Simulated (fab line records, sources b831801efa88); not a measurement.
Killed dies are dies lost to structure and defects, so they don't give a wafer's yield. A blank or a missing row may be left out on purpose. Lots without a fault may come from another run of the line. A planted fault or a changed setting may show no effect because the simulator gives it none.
Problem report in the 8D (eight disciplines) form, filled by code | flow sky130 | the parts of the form that need people (team, actions taken, sign-off) are left out

1. THE PROBLEM
heater_power_total_W at SKY_SONOS_ONO_SOFTBAKE_09 reads a mean of 75.44 W on 3 wafers of 3 lots; wafers without a fault read 56.60 W with a standard deviation of 0.045. That is +99 or more standard deviations from the usual mean.
The step: time 60 s.
First seen on wafer L280.2, day 14 15:04, on litho_track-04. The record holds 45 wafers of 15 lots with a number at this step. Rule for "out", or "out of limits": more than 4 standard deviations from the usual mean. The other wafers with a number count as sound.

2. WHAT IT IS AND WHAT IT IS NOT
question                    | is                                 | is not
which readings at this step | heater_power_total_W, run_length_s | -
which lots                  | L280, L281, L282                   | L273, L274, L283, L285, L289, L290, L291, L292, L293, L294, L295, L296
which wafers of those lots  | L280.2, L281.5, L282.5             | L280.1, L280.3, L281.1, L281.4, L282.3, L282.6
read on which tools         | litho_track-04                     | litho_track-01, litho_track-03
when                        | from day 14 15:04                  | up to then (8 sound wafers); but 34 sound wafers of L281, L282, L283, L285, L289, L290, L291, L292, L293, L294, L295, L296 came after

3. SUSPECTS, AND WHAT RULES EACH OUT
Counting: a tool at a process step up to the reading stays a suspect if it ran every lot that is out. Sound lots after the first of them don't rule it out here, since some wafers of a struck lot are sound.
- litho_track-04 at SKY_SONOS_ONO_SOFTBAKE_09 (time 60 s): kept. It ran every lot that is out, first L280 (day 14 15:04); its last sound lot up to then is L273 (day 12 20:13). Its own readings are out on those wafers: heater_power_total_W, run_length_s.
Left after counting: litho_track-04 at SKY_SONOS_ONO_SOFTBAKE_09.

4. THE CAUSE (what the simulator had put in)
Process parameter drift: litho_track-04, from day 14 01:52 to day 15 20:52, at SKY_SONOS_ONO_SOFTBAKE_09. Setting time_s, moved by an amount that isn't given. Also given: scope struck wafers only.
Counting left only this tool.

5. THE CHAIN OF EFFECTS, in route order
Each row: a reading whose mean over the struck wafers that have a number lies more than 3 standard deviations from the usual. Only readings for which the record gives a usual standard deviation are gone through. hours: the time from each lot's start at the first step in this table that gives one to its start at this step, as a median over the lots. sigmas: the change in usual standard deviations.
hours | step                      | reading                  | usual   | on struck wafers | change | sigmas
0     | SKY_SONOS_ONO_SOFTBAKE_09 | heater_power_total_W     | 56.60 W | 75.44            | +18.84 | +99 or more
0     | SKY_SONOS_ONO_SOFTBAKE_09 | run_length_s             | 89.28 s | 53.50            | -35.78 | -99 or more
13    | SKY_SONOS_ONO_STRIP_17    | strip_time_to_endpoint_s | 14.11 s | 14.38            | +0.27  | +9.0
The process steps in it:
- SKY_SONOS_ONO_SOFTBAKE_09: time 60 s.
- SKY_SONOS_ONO_STRIP_17: strips in O2/N2.

6. WHAT WOULD HAVE CAUGHT IT SOONER
In this record the first reading out of limits was taken at day 14 15:04, 13 hours after the fault began at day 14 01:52.
